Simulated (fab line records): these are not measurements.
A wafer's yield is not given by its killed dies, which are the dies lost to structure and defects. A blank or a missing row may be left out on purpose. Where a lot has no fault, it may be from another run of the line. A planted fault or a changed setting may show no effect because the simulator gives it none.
Which of the tools did it? :: flow gf180mcu :: Sampling: 7 lots, 20 wafers, 3 of 602 route steps

## WHAT EACH GAUGE READ, for each wafer
GF_SAB_THK_MEAS_01.
lot: L130
measured: day 14 13:50
on: film-metro-03
SAB_CVD_00_THK (nm): 49.8 49.2 50.3

lot: L132
measured: day 15 06:28
on: film-metro-01
SAB_CVD_00_THK (nm): 49.4 49.7 51.2

lot: L134
measured: day 15 17:41
on: film-metro-01
SAB_CVD_00_THK (nm): 48.7 50.3 49.8

lot: L136
measured: day 16 11:26
on: film-metro-04
SAB_CVD_00_THK (nm): 49.2 48.4 49.2

lot: L145
measured: day 19 13:24
on: film-metro-03
SAB_CVD_00_THK (nm): 83.0 51.1

lot: L148
measured: day 20 19:59
on: film-metro-03
SAB_CVD_00_THK (nm): 50.8 50.1 51.1

lot: L151
measured: day 22 09:34
on: film-metro-04
SAB_CVD_00_THK (nm): 48.4 50.7 49.6

## WHICH TOOL RAN EACH LOT (tool, then ch and the chambers of the sampled wafers, then the start)
lot: L130
GF_VT_IMPLANT_RTA_45: rtp-anneal-02 ch 0, day 7 17:58
GF_SAB_CVD_00: pecvd-01 ch 0,1, day 14 13:49

lot: L132
GF_VT_IMPLANT_RTA_45: rtp-anneal-01 ch 0, day 8 07:48
GF_SAB_CVD_00: pecvd-02 ch 0,1,2, day 15 06:26

lot: L134
GF_VT_IMPLANT_RTA_45: rtp-anneal-01 ch 0, day 8 19:04
GF_SAB_CVD_00: pecvd-02 ch 0,1,2, day 15 17:40

lot: L136
GF_VT_IMPLANT_RTA_45: rtp-anneal-02 ch 0, day 9 07:25
GF_SAB_CVD_00: pecvd-02 ch 0,1, day 16 11:25

lot: L145
GF_VT_IMPLANT_RTA_45: rtp-anneal-01 ch 0, day 11 20:05
GF_SAB_CVD_00: pecvd-03 ch 0,1, day 19 13:22

lot: L148
GF_VT_IMPLANT_RTA_45: rtp-anneal-02 ch 0, day 12 20:06
GF_SAB_CVD_00: pecvd-01 ch 0,2, day 20 19:58

lot: L151
GF_VT_IMPLANT_RTA_45: rtp-anneal-02 ch 0, day 14 02:31
GF_SAB_CVD_00: pecvd-01 ch 0,2, day 22 09:31
- GF_VT_IMPLANT_RTA_45: time 30 s.
- GF_SAB_CVD_00: deposits SiO2 from TEOS, target thk 50 nm, time 4.9302 s.

## THE ANSWER, worked out from the rows above alone
Rule: usual is defined by the lots themselves. The widest of any qualifying gaps counts: lots, ordered by their means at a reading, are off when they make up no more than a third of the lots, leave a main group of 4 or more, and stand apart from it by 3 or more times the standard deviation of that group's means. The tables above print the reading to a certain number of digits; a main group whose means all agree to those digits is not used. A lot without any number at a reading at which 4 lots or more have one is off too. Any other lot the step has rows for is counted as sound.
Off: at GF_SAB_THK_MEAS_01 (SAB_CVD_00_THK), L145. The main group: mean 49.8 nm, standard deviation 0.53.
If a tool, at a process step before that reading, ran all the lots that are off and no sound lot after the first of them, it fits. The gauges at GF_SAB_THK_MEAS_01 are tried like those tools. This does not decide it: 2 tools fit, namely rtp-anneal-01 at GF_VT_IMPLANT_RTA_45 and pecvd-03 at GF_SAB_CVD_00.

## WHAT HAD BEEN PUT IN BY THE SIMULATOR
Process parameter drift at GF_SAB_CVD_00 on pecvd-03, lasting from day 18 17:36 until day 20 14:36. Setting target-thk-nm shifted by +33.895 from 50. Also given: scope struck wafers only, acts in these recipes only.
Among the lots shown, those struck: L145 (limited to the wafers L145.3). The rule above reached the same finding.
